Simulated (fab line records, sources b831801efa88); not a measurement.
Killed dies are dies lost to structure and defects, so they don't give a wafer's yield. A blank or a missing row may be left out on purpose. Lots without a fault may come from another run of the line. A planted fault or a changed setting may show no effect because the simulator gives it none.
fab line records | flow sky130
record lots=5 wafers=15 last_day=50
route steps=708 shown LDD_HVN@277 LDD_HVP@278 LDD_LDN@289 SPACER@304 POLY_CUT@307
lots that met no fault: from a run of the same line without faults
start_h: hours from the record's first day to the start of the lot's first wafer shown | wait_h: hours since the lot's step before | " the same as in the row above | L1.1+2: a row that stands for several wafers | - no value, or no start given | * or withheld: withheld | < > ~ a bound
route shown NAME@n: a module of which the file shows steps, and the number in the route of the first | usual: mean/standard deviation of fault-free wafers | same: alike in all rows | chamber/n: place in a boat | sites: the reading at each site | _std_site: their standard deviation | _edge_site: outer sites' mean less inner sites' | radius_mm: how far each site lies from the wafer's centre | mask NAME#n: copy n | behind: the tool/chamber that last shaped the wafer | hold: why the lot was held/for how many hours/how that ended | device: the transistor (n, p or np) that didn't switch | end of line: the same wafers' tests at the end of the route | a step without rows: its recipe alone | killed: dies lost to structure and defects at the first sort, not the wafer's yield | map: a wafer's dies, x killed, . not, _ none there
set.NAME: the setting as run; set.NAME@STEP: as run at that earlier step | model.NAME: the simulator's own value behind a step, which no gauge read
lots at some steps of the route; a table a step, a row a wafer
services: from which hour (start_h, from the record's first day; less than 0 if before it) a tool's chamber was out of use, for how many hours, and why
## steps
# step SKY_LDD_HVN_TW_MEAS_10
# usual LDD_HVN_TW=1428/13
# columns lot.wafer tool chamber start_h wait_h LDD_HVN_TW
L082.2 film_metro-03 - 551.24 0.1 1415
L082.4 " - " " 1423
L082.5 " - " " 1427
L088.2 film_metro-02 - 605.19 0.1 1443
L088.3 " - " " 1437
L088.5 " - " " 1429
L090.2 film_metro-03 - 611.54 0.1 1424
L090.5 " - " " 1420
L090.6 " - " " 1418
L092.2 film_metro-03 - 629.84 0.1 1405
L092.4 " - " " 1411
L092.5 " - " " 1408
L093.1 film_metro-03 - 638.78 0.1 1421
L093.4 " - " " 1406
L093.6 " - " " 1409
# step SKY_LDD_HVP_DEHYDRATE_00
# recipe temp_c=200 time_s=60
# usual resist_line_temp_C=23.02/0.1
# columns lot.wafer tool chamber start_h wait_h resist_line_temp_C
L082.2 litho_track-03 0 566.17 14.9 23.16
L082.4 " 0 " " 23.09
L082.5 " 0 " " 23.08
L088.2 litho_track-02 0 619.70 14.5 23.05
L088.3 " 0 " " 22.93
L088.5 " 0 " " 22.90
L090.2 litho_track-01 0 625.57 14.0 22.80
L090.5 " 0 " " 23.02
L090.6 " 0 " " 22.86
L092.2 litho_track-02 0 643.70 13.9 22.96
L092.4 " 0 " " 23.07
L092.5 " 0 " " 23.18
L093.1 litho_track-02 0 652.53 13.7 23.00
L093.4 " 0 " " 22.96
L093.6 " 0 " " 22.96
# step SKY_LDD_HVP_HMDS_01
# recipe prime_time_s=60 prime_temp_c=120
# usual resist_line_temp_C=23.01/0.099
# columns lot.wafer tool chamber start_h wait_h resist_line_temp_C
L082.2 litho_track-03 0 566.32 0.1 23.01
L082.4 " 0 " " 23.21
L082.5 " 0 " " 23.02
L088.2 litho_track-02 0 619.85 0.1 23.00
L088.3 " 0 " " 22.79
L088.5 " 0 " " 22.80
L090.2 litho_track-01 0 625.72 0.1 22.91
L090.5 " 0 " " 23.03
L090.6 " 0 " " 23.00
L092.2 litho_track-02 0 643.85 0.1 23.27
L092.4 " 0 " " 23.06
L092.5 " 0 " " 23.20
L093.1 litho_track-02 0 652.68 0.1 23.05
L093.4 " 0 " " 22.94
L093.6 " 0 " " 23.12
# step SKY_LDD_HVP_COAT_02
# recipe resist=NOVOLAK spin_rpm=3000 resist_thk_nm=300
# usual resist_line_temp_C=22.97/0.1
# columns lot.wafer tool chamber start_h wait_h resist_line_temp_C
L082.2 litho_track-03 0 566.47 0.1 22.98
L082.4 " 0 " " 23.05
L082.5 " 0 " " 22.95
L088.2 litho_track-02 0 620.00 0.1 22.87
L088.3 " 0 " " 22.91
L088.5 " 0 " " 22.93
L090.2 litho_track-01 0 625.87 0.1 22.81
L090.5 " 0 " " 22.79
L090.6 " 0 " " 22.89
L092.2 litho_track-02 0 644.00 0.1 23.02
L092.4 " 0 " " 22.84
L092.5 " 0 " " 23.03
L093.1 litho_track-02 0 652.83 0.1 23.09
L093.4 " 0 " " 22.90
L093.6 " 0 " " 22.95
# step SKY_LDD_HVP_SOFTBAKE_03
# recipe temp_c=90 time_s=60 resist=NOVOLAK
# usual resist_line_temp_C=23.00/0.1
# columns lot.wafer tool chamber start_h wait_h resist_line_temp_C
L082.2 litho_track-03 0 566.62 0.1 22.90
L082.4 " 0 " " 22.96
L082.5 " 0 " " 22.97
L088.2 litho_track-02 0 620.15 0.1 23.08
L088.3 " 0 " " 23.04
L088.5 " 0 " " 23.06
L090.2 litho_track-01 0 626.02 0.1 23.13
L090.5 " 0 " " 23.10
L090.6 " 0 " " 23.13
L092.2 litho_track-02 0 644.15 0.1 23.23
L092.4 " 0 " " 23.08
L092.5 " 0 " " 23.14
L093.1 litho_track-02 0 652.98 0.1 23.08
L093.4 " 0 " " 22.95
L093.6 " 0 " " 22.96
# step SKY_LDD_HVP_EXPOSE_04
# recipe mask_id=HVPTM na=0.6 source_shape=conventional sigma_outer=0.6 polarization=unpolarized target_cd_nm=700 dose_mj=86
# columns lot.wafer tool chamber start_h wait_h mask
L082.2+4+5 iline_stepper-02 0 - - HVPTM#0
L088.2+3+5 iline_stepper-02 0 - - HVPTM#0
L090.2+5+6 iline_stepper-01 0 - - HVPTM#0
L092.2+4+5 iline_stepper-01 0 - - HVPTM#0
L093.1+4+6 iline_stepper-02 0 - - HVPTM#0
# step SKY_LDD_HVP_PEB_05
# recipe temp_c=withheld time_s=* resist=NOVOLAK
# usual resist_line_temp_C=*
# columns lot.wafer tool chamber start_h wait_h resist_line_temp_C
L082.2 litho_track-03 0 - - *
L082.4 " 0 " " *
L082.5 " 0 " " *
L088.2 litho_track-01 0 - - *
L088.3 " 0 " " *
L088.5 " 0 " " *
L090.2 litho_track-02 0 - - *
L090.5 " 0 " " *
L090.6 " 0 " " *
L092.2 litho_track-02 0 - - *
L092.4 " 0 " " *
L092.5 " 0 " " *
L093.1 litho_track-02 0 - - *
L093.4 " 0 " " *
L093.6 " 0 " " *
# step SKY_LDD_HVP_DEVELOP_06
# recipe resist=NOVOLAK developer=TMAH develop_time_s=60 dev_temp_c=23
# usual resist_line_temp_C=23.03/0.1
# columns lot.wafer tool chamber start_h wait_h resist_line_temp_C
L082.2 litho_track-03 0 581.47 0.1 23.10
L082.4 " 0 " " 23.07
L082.5 " 0 " " 23.21
L088.2 litho_track-01 0 635.07 0.1 23.27
L088.3 " 0 " " 23.05
L088.5 " 0 " " 23.10
L090.2 litho_track-02 0 640.10 0.1 23.09
L090.5 " 0 " " 23.10
L090.6 " 0 " " 23.12
L092.2 litho_track-02 0 658.95 0.1 23.09
L092.4 " 0 " " 23.09
L092.5 " 0 " " 22.97
L093.1 litho_track-02 0 667.68 0.1 22.97
L093.4 " 0 " " 23.06
L093.6 " 0 " " 22.96
# step SKY_LDD_HVP_OVL_MEAS_07
# usual LDD_HVP_OVL=-0.1/1.1
# columns lot.wafer tool chamber start_h wait_h LDD_HVP_OVL[nm]
L082.2 overlay-01 - 581.60 0.1 0.3
L082.4 " - " " -1.1
L082.5 " - " " -0.9
L088.2 overlay-01 - 635.20 0.1 -2.9
L088.3 " - " " -3.3
L088.5 " - " " -0.6
L090.2 overlay-02 - 640.23 0.1 -0.3
L090.5 " - " " 1.0
L090.6 " - " " -0.7
L092.2 overlay-01 - 659.08 0.1 -0.8
L092.4 " - " " 0.7
L092.5 " - " " -0.7
L093.1 overlay-01 - 667.83 0.1 0.0
L093.4 " - " " 0.0
L093.6 " - " " 0.1
# step SKY_LDD_HVP_IMPLANT_08
# recipe species=B energy_kev=20 dose_cm2=1.712e+13 tilt_deg=17.9
# usual beam_on_s=9.98/0.2
# columns lot.wafer tool chamber start_h wait_h beam_on_s
L082.2 implanter-01 0 581.66 0.0 10.07
L082.4 " 0 " " 10.05
L082.5 " 0 " " 9.46
L088.2 implanter-04 0 635.26 0.0 9.88
L088.3 " 0 " " 9.87
L088.5 " 0 " " 10.04
L090.2 implanter-04 0 640.29 0.0 10.11
L090.5 " 0 " " 10.39
L090.6 " 0 " " 10.27
L092.2 implanter-01 0 659.14 0.0 9.93
L092.4 " 0 " " 9.96
L092.5 " 0 " " 9.92
L093.1 implanter-04 0 667.86 0.0 9.79
L093.4 " 0 " " 10.09
L093.6 " 0 " " 9.91
# step SKY_LDD_HVP_STRIP_09
# recipe chemistry=O2/N2 power_w=1400 pressure_mtorr=1500 platen_temp_c=withheld o2_flow_sccm=3000 n2_flow_sccm=300 overash_fraction=0.5
# usual drypump_motor_current_A=5.6/0.41 oes_product_au=0.408/0.0042 strip_time_to_endpoint_s=4.132/0.015
# columns lot.wafer tool chamber start_h wait_h drypump_motor_current_A oes_product_au rf_hours_counter_h strip_time_to_endpoint_s
L082.2 plasma_asher-01 1 581.78 0.1 5.7 0.405 89 4.124
L082.4 " 1 " " 5.7 0.412 - 4.117
L082.5 " 1 " " 5.7 0.403 - 4.116
L088.2 plasma_asher-01 0 635.38 0.1 5.0 0.407 95 4.117
L088.3 " 1 " " 5.7 0.408 - 4.124
L088.5 " 0 " " 5.0 0.402 - 4.120
L090.2 plasma_asher-04 1 640.41 0.1 5.6 0.411 21 4.116
L090.5 " 1 " " 5.6 0.403 - 4.129
L090.6 " 0 " " 6.2 0.411 - 4.106
L092.2 plasma_asher-03 0 659.26 0.1 5.7 0.412 84 4.144
L092.4 " 0 " " 5.7 0.415 - 4.126
L092.5 " 1 " " 5.6 0.409 - 4.146
L093.1 plasma_asher-01 1 668.01 0.1 5.7 0.409 98 4.135
L093.4 " 0 " " 5.0 0.407 - 4.144
L093.6 " 0 " " 5.0 0.410 - 4.140
# step SKY_LDD_HVP_TW_MEAS_10
# usual LDD_HVP_TW=455/3.5
# columns lot.wafer tool chamber start_h wait_h LDD_HVP_TW
L082.2 film_metro-03 - 581.89 0.1 452
L082.4 " - " " 451
L082.5 " - " " 453
L088.2 film_metro-04 - 635.49 0.1 452
L088.3 " - " " 455
L088.5 " - " " 453
L090.2 film_metro-04 - 640.52 0.1 453
L090.5 " - " " 454
L090.6 " - " " 454
L092.2 film_metro-04 - 659.37 0.1 458
L092.4 " - " " 458
L092.5 " - " " 458
L093.1 film_metro-03 - 668.11 0.1 454
L093.4 " - " " 452
L093.6 " - " " 452
# step SKY_LDD_LDN_DEHYDRATE_00
# recipe temp_c=200 time_s=60
# usual resist_line_temp_C=23.00/0.12
# columns lot.wafer tool chamber start_h wait_h resist_line_temp_C
L082.2 litho_track-04 0 596.93 15.0 22.89
L082.4 " 0 " " 22.90
L082.5 " 0 " " 22.89
L088.2 litho_track-04 0 649.38 13.9 22.96
L088.3 " 0 " " 22.94
L088.5 " 0 " " 23.18
L090.2 litho_track-02 0 654.60 14.1 22.87
L090.5 " 0 " " 22.98
L090.6 " 0 " " 23.06
L092.2 litho_track-02 0 672.65 13.3 22.96
L092.4 " 0 " " 23.06
L092.5 " 0 " " 23.01
L093.1 litho_track-01 0 681.95 13.8 22.98
L093.4 " 0 " " 23.00
L093.6 " 0 " " 22.78
# step SKY_LDD_LDN_HMDS_01
# recipe prime_time_s=60 prime_temp_c=120
# usual resist_line_temp_C=23.00/0.1
# columns lot.wafer tool chamber start_h wait_h resist_line_temp_C
L082.2 litho_track-04 0 597.08 0.1 22.96
L082.4 " 0 " " 22.96
L082.5 " 0 " " 23.04
L088.2 litho_track-04 0 649.53 0.1 23.03
L088.3 " 0 " " 23.03
L088.5 " 0 " " 22.95
L090.2 litho_track-02 0 654.75 0.1 22.99
L090.5 " 0 " " 23.03
L090.6 " 0 " " 22.96
L092.2 litho_track-02 0 672.80 0.1 22.76
L092.4 " 0 " " 22.96
L092.5 " 0 " " 22.89
L093.1 litho_track-01 0 682.10 0.1 22.83
L093.4 " 0 " " 22.98
L093.6 " 0 " " 23.12
# step SKY_LDD_LDN_COAT_02
# recipe resist=NOVOLAK spin_rpm=3000 resist_thk_nm=1140
# usual resist_line_temp_C=23.00/0.091
# columns lot.wafer tool chamber start_h wait_h resist_line_temp_C
L082.2 litho_track-04 0 597.23 0.1 23.05
L082.4 " 0 " " 22.96
L082.5 " 0 " " 22.95
L088.2 litho_track-04 0 649.68 0.1 22.99
L088.3 " 0 " " 22.80
L088.5 " 0 " " 23.03
L090.2 litho_track-02 0 654.90 0.1 23.05
L090.5 " 0 " " 23.07
L090.6 " 0 " " 23.05
L092.2 litho_track-02 0 672.95 0.1 22.93
L092.4 " 0 " " 22.96
L092.5 " 0 " " 22.98
L093.1 litho_track-01 0 682.25 0.1 22.82
L093.4 " 0 " " 22.97
L093.6 " 0 " " 22.99
# step SKY_LDD_LDN_SOFTBAKE_03
# recipe temp_c=90 time_s=60 resist=NOVOLAK
# usual resist_line_temp_C=23.01/0.11
# columns lot.wafer tool chamber start_h wait_h resist_line_temp_C
L082.2 litho_track-04 0 597.38 0.1 22.87
L082.4 " 0 " " 23.03
L082.5 " 0 " " 22.92
L088.2 litho_track-04 0 649.83 0.1 22.95
L088.3 " 0 " " 22.79
L088.5 " 0 " " 22.84
L090.2 litho_track-02 0 655.05 0.1 22.99
L090.5 " 0 " " 22.90
L090.6 " 0 " " 22.88
L092.2 litho_track-02 0 673.10 0.1 23.11
L092.4 " 0 " " 22.94
L092.5 " 0 " " 23.11
L093.1 litho_track-01 0 682.40 0.1 22.89
L093.4 " 0 " " 22.79
L093.6 " 0 " " 23.00
# step SKY_LDD_LDN_EXPOSE_04
# recipe mask_id=LDNTM na=0.6 source_shape=conventional sigma_outer=0.6 polarization=unpolarized target_cd_nm=700 dose_mj=140
# columns lot.wafer tool chamber start_h wait_h mask
L082.2+4+5 iline_stepper-01 0 - - LDNTM#0
L088.2+3+5 iline_stepper-01 0 - - LDNTM#0
L090.2+5+6 iline_stepper-02 0 - - LDNTM#0
L092.2+4+5 iline_stepper-01 0 - - LDNTM#0
L093.1+4+6 iline_stepper-01 0 - - LDNTM#0
# step SKY_LDD_LDN_PEB_05
# recipe temp_c=withheld time_s=* resist=NOVOLAK
# usual resist_line_temp_C=*
# columns lot.wafer tool chamber start_h wait_h resist_line_temp_C
L082.2 litho_track-04 0 - - *
L082.4 " 0 " " *
L082.5 " 0 " " *
L088.2 litho_track-01 0 - - *
L088.3 " 0 " " *
L088.5 " 0 " " *
L090.2 litho_track-01 0 - - *
L090.5 " 0 " " *
L090.6 " 0 " " *
L092.2 litho_track-02 0 - - *
L092.4 " 0 " " *
L092.5 " 0 " " *
L093.1 litho_track-02 0 - - *
L093.4 " 0 " " *
L093.6 " 0 " " *
# step SKY_LDD_LDN_DEVELOP_06
# recipe resist=NOVOLAK developer=TMAH develop_time_s=60 dev_temp_c=23
# usual resist_line_temp_C=23.00/0.11
# columns lot.wafer tool chamber start_h wait_h resist_line_temp_C
L082.2 litho_track-04 0 611.48 0.1 22.98
L082.4 " 0 " " 22.91
L082.5 " 0 " " 22.97
L088.2 litho_track-01 0 664.47 0.1 23.14
L088.3 " 0 " " 23.05
L088.5 " 0 " " 23.01
L090.2 litho_track-01 0 669.67 0.1 23.12
L090.5 " 0 " " 23.04
L090.6 " 0 " " 23.09
L092.2 litho_track-02 0 686.90 0.1 23.04
L092.4 " 0 " " 23.01
L092.5 " 0 " " 23.09
L093.1 litho_track-02 0 696.73 0.1 23.10
L093.4 " 0 " " 23.04
L093.6 " 0 " " 23.05
# step SKY_LDD_LDN_OVL_MEAS_07
# usual LDD_LDN_OVL=0.3/1.6
# columns lot.wafer tool chamber start_h wait_h LDD_LDN_OVL[nm]
L082.2 overlay-01 - 611.61 0.1 0.8
L082.4 " - " " -0.3
L082.5 " - " " 1.3
L088.2 overlay-02 - 664.60 0.1 1.2
L088.3 " - " " 0.3
L088.5 " - " " 1.4
L090.2 overlay-02 - 669.80 0.1 -2.0
L090.5 " - " " -2.2
L090.6 " - " " -1.9
L092.2 overlay-02 - 687.03 0.1 3.3
L092.4 " - " " 2.3
L092.5 " - " " 2.1
L093.1 overlay-01 - 696.88 0.1 0.5
L093.4 " - " " -0.1
L093.6 " - " " 2.9
# step SKY_LDD_LDN_IMPLANT_08
# recipe species=As energy_kev=15 dose_cm2=1.25e+13 tilt_deg=withheld rotation_deg=23
# usual beam_on_s=9.98/0.2
# columns lot.wafer tool chamber start_h wait_h beam_on_s
L082.2 implanter-03 0 611.66 0.0 9.64
L082.4 " 0 " " 10.09
L082.5 " 0 " " 9.81
L088.2 implanter-03 0 664.66 0.0 10.07
L088.3 " 0 " " 10.34
L088.5 " 0 " " 10.05
L090.2 implanter-03 0 669.86 0.0 9.53
L090.5 " 0 " " 9.84
L090.6 " 0 " " 10.10
L092.2 implanter-01 0 687.09 0.0 9.62
L092.4 " 0 " " 9.98
L092.5 " 0 " " 9.88
L093.1 implanter-02 0 696.92 0.0 9.91
L093.4 " 0 " " 10.21
L093.6 " 0 " " 9.60
# step SKY_LDD_LDN_IMPLANT_09
# recipe species=As energy_kev=15 dose_cm2=1.25e+13 tilt_deg=withheld rotation_deg=113
# usual beam_on_s=10.00/0.2
# columns lot.wafer tool chamber start_h wait_h beam_on_s
L082.2 implanter-03 0 611.81 0.1 10.21
L082.4 " 0 " " 10.12
L082.5 " 0 " " 9.42
L088.2 implanter-03 0 664.81 0.1 10.09
L088.3 " 0 " " 10.01
L088.5 " 0 " " 10.14
L090.2 implanter-03 0 670.01 0.1 10.11
L090.5 " 0 " " 10.04
L090.6 " 0 " " 10.47
L092.2 implanter-01 0 687.24 0.1 10.10
L092.4 " 0 " " 10.13
L092.5 " 0 " " 9.98
L093.1 implanter-02 0 697.07 0.1 9.75
L093.4 " 0 " " 9.94
L093.6 " 0 " " 9.89
# step SKY_LDD_LDN_IMPLANT_10
# recipe species=As energy_kev=15 dose_cm2=1.25e+13 tilt_deg=withheld rotation_deg=203
# usual beam_on_s=9.99/0.22
# columns lot.wafer tool chamber start_h wait_h beam_on_s
L082.2 implanter-03 0 611.96 0.1 9.78
L082.4 " 0 " " 10.51
L082.5 " 0 " " 9.88
L088.2 implanter-03 0 664.96 0.1 9.95
L088.3 " 0 " " 10.07
L088.5 " 0 " " 10.12
L090.2 implanter-03 0 670.16 0.1 9.76
L090.5 " 0 " " 10.07
L090.6 " 0 " " 10.18
L092.2 implanter-01 0 687.39 0.1 9.74
L092.4 " 0 " " 9.99
L092.5 " 0 " " 9.83
L093.1 implanter-02 0 697.22 0.1 9.93
L093.4 " 0 " " 9.60
L093.6 " 0 " " 10.28
# step SKY_LDD_LDN_IMPLANT_11
# recipe species=As energy_kev=15 dose_cm2=1.25e+13 tilt_deg=withheld rotation_deg=293
# usual beam_on_s=9.98/0.21
# columns lot.wafer tool chamber start_h wait_h beam_on_s
L082.2 implanter-03 0 612.11 0.1 10.14
L082.4 " 0 " " 9.91
L082.5 " 0 " " 9.94
L088.2 implanter-03 0 665.11 0.1 10.20
L088.3 " 0 " " 9.79
L088.5 " 0 " " 10.07
L090.2 implanter-03 0 670.31 0.1 9.95
L090.5 " 0 " " 9.90
L090.6 " 0 " " 9.77
L092.2 implanter-01 0 687.54 0.1 10.12
L092.4 " 0 " " 9.93
L092.5 " 0 " " 9.78
L093.1 implanter-02 0 697.37 0.1 9.77
L093.4 " 0 " " 10.07
L093.6 " 0 " " 9.99
# step SKY_LDD_LDN_STRIP_12
# recipe chemistry=O2/N2 power_w=1400 pressure_mtorr=1500 platen_temp_c=withheld o2_flow_sccm=3000 n2_flow_sccm=300 overash_fraction=0.5
# usual drypump_motor_current_A=5.87/0.27 oes_product_au=0.715/0.0044 strip_time_to_endpoint_s=14.18/0.039
# columns lot.wafer tool chamber start_h wait_h drypump_motor_current_A oes_product_au rf_hours_counter_h strip_time_to_endpoint_s
L082.2 plasma_asher-03 1 612.24 0.1 5.59 0.721 79 14.16
L082.4 " 1 " " 5.61 0.713 - 14.17
L082.5 " 1 " " 5.61 0.714 - 14.18
L088.2 plasma_asher-02 0 665.23 0.1 5.67 0.723 49 14.18
L088.3 " 1 " " 6.31 0.719 - 14.16
L088.5 " 0 " " 5.66 0.722 - 14.15
L090.2 plasma_asher-02 0 670.43 0.1 5.67 0.716 49 14.14
L090.5 " 1 " " 6.35 0.705 - 14.20
L090.6 " 0 " " 5.69 0.722 - 14.18
L092.2 plasma_asher-04 0 687.66 0.1 6.21 0.718 25 14.21
L092.4 " 1 " " 5.70 0.720 - 14.21
L092.5 " 1 " " 5.71 0.709 - 14.16
L093.1 plasma_asher-02 0 697.52 0.1 5.69 0.715 52 14.14
L093.4 " 0 " " 5.67 0.724 - 14.19
L093.6 " 1 " " 6.33 0.709 - 14.15
# step SKY_LDD_LDN_TW_MEAS_13
# usual LDD_LDN_TW=1476/14
# columns lot.wafer tool chamber start_h wait_h LDD_LDN_TW
L082.2 film_metro-03 - 612.35 0.1 1462
L082.4 " - " " 1462
L082.5 " - " " 1456
L088.2 film_metro-01 - 665.34 0.1 1477
L088.3 " - " " 1495
L088.5 " - " " 1486
L090.2 film_metro-02 - 670.54 0.1 1481
L090.5 " - " " 1477
L090.6 " - " " 1484
L092.2 film_metro-03 - 687.77 0.1 1465
L092.4 " - " " 1460
L092.5 " - " " 1457
L093.1 film_metro-03 - 697.62 0.1 1463
L093.4 " - " " 1471
L093.6 " - " " 1466
# step SKY_LDD_LDN_CLEAN_14
# recipe chemistry=SC1/SC2 mix=1:4:20 temp_c=70 time_s=150 dry=n2_spin
# columns lot.wafer tool chamber start_h wait_h
L082.2+4+5 wet_bench-03 0 612.40 0.0
L088.2+3+5 wet_bench-01 1 665.39 0.0
L090.2+5+6 wet_bench-01 1 670.59 0.0
L092.2+4+5 wet_bench-03 1 687.82 0.0
L093.1+4+6 wet_bench-03 3 697.68 0.1
# step SKY_SPACER_CVD_00
# recipe material=Si3N4 precursor=DCS/NH3 target_thk_nm=43.1 temp_c=770 time_s=740 pressure_mtorr=250
# usual zone_power_upper_pct=12.8/1.6
# columns lot.wafer tool chamber start_h wait_h zone_power_upper_pct
L082.2 lpcvd-02 1 612.45 0.0 11.2
L082.4 " 1 " " 10.9
L082.5 " 1 " " 11.2
L088.2 lpcvd-02 1 666.84 1.4 11.1
L088.3 " 1 " " 10.9
L088.5 " 1 " " 11.1
L090.2 lpcvd-02 0 672.22 1.6 14.1
L090.5 " 0 " " 14.2
L090.6 " 0 " " 14.2
L092.2 lpcvd-02 1 687.87 0.0 11.1
L092.4 " 1 " " 11.2
L092.5 " 1 " " 11.3
L093.1 lpcvd-02 0 697.90 0.2 14.3
L093.4 " 0 " " 14.3
L093.6 " 0 " " 14.3
# step SKY_SPACER_THK_MEAS_01
# recipe reads=Si3N4_of_SPACER_CVD_00
# usual SPACER_CVD_00_THK=42.9/0.39
# columns lot.wafer tool chamber start_h wait_h SPACER_CVD_00_THK[nm]
L082.2 film_metro-04 - 613.67 0.0 43.0
L082.4 " - " " 42.8
L082.5 " - " " 42.6
L088.2 film_metro-01 - 668.06 0.0 43.1
L088.3 " - " " 42.7
L088.5 " - " " 42.9
L090.2 film_metro-04 - 673.43 0.0 43.3
L090.5 " - " " 42.9
L090.6 " - " " 42.7
L092.2 film_metro-01 - 689.09 0.0 42.3
L092.4 " - " " 42.0
L092.5 " - " " 42.3
L093.1 film_metro-04 - 699.71 0.0 42.2
L093.4 " - " " 42.2
L093.6 " - " " 42.5
# step SKY_SPACER_ETCHBACK_02
# recipe chemistry=CH3F/O2 target=Si3N4 stop_on=SiO2 source_w=400 bias_w=80 pressure_mtorr=25 ch3f_flow_sccm=40 O2_flow_sccm=30 time_s=46.7 target_depth_a=450
# usual drypump_motor_current_A=5.9/0.49 oes_product_au=0.852/0.0068 throttle_valve_pct=10.562/0.0088
# columns lot.wafer tool chamber start_h wait_h drypump_motor_current_A oes_product_au rf_hours_counter_h throttle_valve_pct
L082.2 rie_diel-03 3 613.72 0.0 6.4 0.854 1 10.556
L082.4 " 2 " " 5.2 0.856 - 10.563
L082.5 " 3 " " 6.4 0.845 - 10.559
L088.2 rie_diel-02 0 668.11 0.0 5.7 0.859 14 10.579
L088.3 " 3 " " 5.6 0.847 4 10.539
L088.5 " 0 " " 5.7 0.855 - 10.574
L090.2 rie_diel-02 0 673.48 0.0 5.7 0.853 14 10.550
L090.5 " 2 " " 6.7 0.855 - 10.564
L090.6 " 1 " " 6.6 0.846 - 10.560
L092.2 rie_diel-03 3 689.14 0.0 6.4 0.852 3 10.545
L092.4 " 1 " " 5.8 0.841 4 10.556
L092.5 " 2 " " 5.2 0.848 - 10.557
L093.1 rie_diel-03 2 699.77 0.1 5.2 0.840 1 10.554
L093.4 " 2 " " 5.2 0.837 - 10.578
L093.6 " 1 " " 5.8 0.848 - 10.561
# step SKY_POLY_CUT_DEHYDRATE_00
# recipe temp_c=200 time_s=60
# usual resist_line_temp_C=23.02/0.11
# columns lot.wafer tool chamber start_h wait_h resist_line_temp_C
L082.2 litho_track-03 0 628.62 14.9 22.97
L082.4 " 0 " " 23.12
L082.5 " 0 " " 23.10
L088.2 litho_track-02 0 681.95 13.8 22.97
L088.3 " 0 " " 23.06
L088.5 " 0 " " 22.98
L090.2 litho_track-02 0 687.05 13.6 22.89
L090.5 " 0 " " 22.92
L090.6 " 0 " " 22.92
L092.2 litho_track-04 0 702.58 13.4 23.03
L092.4 " 0 " " 22.97
L092.5 " 0 " " 23.18
L093.1 litho_track-04 0 713.05 13.3 22.98
L093.4 " 0 " " 23.02
L093.6 " 0 " " 22.94
# step SKY_POLY_CUT_HMDS_01
# recipe prime_time_s=60 prime_temp_c=120
# usual resist_line_temp_C=23.01/0.11
# columns lot.wafer tool chamber start_h wait_h resist_line_temp_C
L082.2 litho_track-03 0 628.77 0.1 23.30
L082.4 " 0 " " 23.06
L082.5 " 0 " " 23.01
L088.2 litho_track-02 0 682.10 0.1 22.98
L088.3 " 0 " " 22.94
L088.5 " 0 " " 22.96
L090.2 litho_track-02 0 687.20 0.1 22.97
L090.5 " 0 " " 22.90
L090.6 " 0 " " 22.99
L092.2 litho_track-04 0 702.73 0.1 23.13
L092.4 " 0 " " 23.09
L092.5 " 0 " " 22.95
L093.1 litho_track-04 0 713.20 0.1 23.16
L093.4 " 0 " " 23.19
L093.6 " 0 " " 23.05
# step SKY_POLY_CUT_COAT_02
# recipe resist=BARC temp_c=withheld time_s=withheld spin_rpm=3000 resist_thk_nm=60
# usual resist_line_temp_C=*
# columns lot.wafer tool chamber start_h wait_h resist_line_temp_C
L082.2 litho_track-03 0 628.92 0.1 *
L082.4 " 0 " " *
L082.5 " 0 " " *
L088.2 litho_track-02 0 682.25 0.1 *
L088.3 " 0 " " *
L088.5 " 0 " " *
L090.2 litho_track-02 0 687.35 0.1 *
L090.5 " 0 " " *
L090.6 " 0 " " *
L092.2 litho_track-04 0 702.88 0.1 *
L092.4 " 0 " " *
L092.5 " 0 " " *
L093.1 litho_track-04 0 713.35 0.1 *
L093.4 " 0 " " *
L093.6 " 0 " " *
# step SKY_POLY_CUT_COAT_03
# recipe resist=KrF-thick spin_rpm=3000 resist_thk_nm=456.5
# usual resist_line_temp_C=23.02/0.1
# columns lot.wafer tool chamber start_h wait_h resist_line_temp_C
L082.2 litho_track-03 0 - - 23.07
L082.4 " 0 " " 23.12
L082.5 " 0 " " 23.26
L088.2 litho_track-02 0 - - 22.78
L088.3 " 0 " " 22.97
L088.5 " 0 " " 22.94
L090.2 litho_track-02 0 - - 22.98
L090.5 " 0 " " 23.09
L090.6 " 0 " " 23.06
L092.2 litho_track-04 0 - - 23.01
L092.4 " 0 " " 23.10
L092.5 " 0 " " 23.07
L093.1 litho_track-04 0 - - 23.10
L093.4 " 0 " " 23.26
L093.6 " 0 " " 23.08
# step SKY_POLY_CUT_SOFTBAKE_04
# recipe temp_c=100 time_s=90 resist=KrF-thick
# usual resist_line_temp_C=23.01/0.1
# columns lot.wafer tool chamber start_h wait_h resist_line_temp_C
L082.2 litho_track-03 0 - - 23.08
L082.4 " 0 " " 23.12
L082.5 " 0 " " 22.90
L088.2 litho_track-02 0 - - 22.95
L088.3 " 0 " " 22.98
L088.5 " 0 " " 22.94
L090.2 litho_track-02 0 - - 23.05
L090.5 " 0 " " 22.96
L090.6 " 0 " " 23.01
L092.2 litho_track-04 0 - - 23.17
L092.4 " 0 " " 22.94
L092.5 " 0 " " 23.14
L093.1 litho_track-04 0 - - 23.02
L093.4 " 0 " " 23.04
L093.6 " 0 " " 22.89
# step SKY_POLY_CUT_EXPOSE_05
# recipe mask_id=NPCM na=0.8 source_shape=annular sigma_inner=0.55 sigma_outer=0.85 target_cd_nm=270 dose_mj=32
# columns lot.wafer tool chamber start_h wait_h mask
L082.2+4+5 krf_scanner-02 0 - - NPCM#0
L088.2+3+5 krf_scanner-01 0 - - NPCM#0
L090.2+5+6 krf_scanner-01 0 - - NPCM#0
L092.2+4+5 krf_scanner-01 0 - - NPCM#0
L093.1+4+6 krf_scanner-01 0 - - NPCM#0
## services
# columns tool chamber start_h hours kind
iline_stepper-01 - 544.14 1.3 repair
krf_scanner-01 - 545.44 1.0 pm
implanter-03 - 547.16 1.5 repair
implanter-03 - 552.96 5.4 pm
implanter-04 - 568.70 2.8 repair
krf_scanner-01 - 585.60 4.0 pm
krf_scanner-01 - 593.82 1.3 pm
krf_scanner-01 - 606.91 1.5 repair
rie_diel-03 2 608.39 1.2 repair
rie_diel-03 1 608.43 9.9 repair
plasma_asher-02 - 610.50 2.8 pm
plasma_asher-01 - 613.28 2.8 pm
iline_stepper-02 - 614.38 1.7 pm
krf_scanner-01 - 642.28 1.7 repair
plasma_asher-02 - 647.92 0.8 repair
lpcvd-02 - 649.25 0.8 pm
iline_stepper-01 - 650.38 1.7 pm
rie_diel-03 2 653.62 5.2 repair
implanter-04 - 659.18 0.8 repair
implanter-04 - 666.02 1.6 repair
krf_scanner-01 - 672.54 0.8 pm
iline_stepper-01 - 673.41 2.1 pm
implanter-02 - 697.92 5.7 repair
implanter-02 - 710.40 2.6 repair
## key
fault none
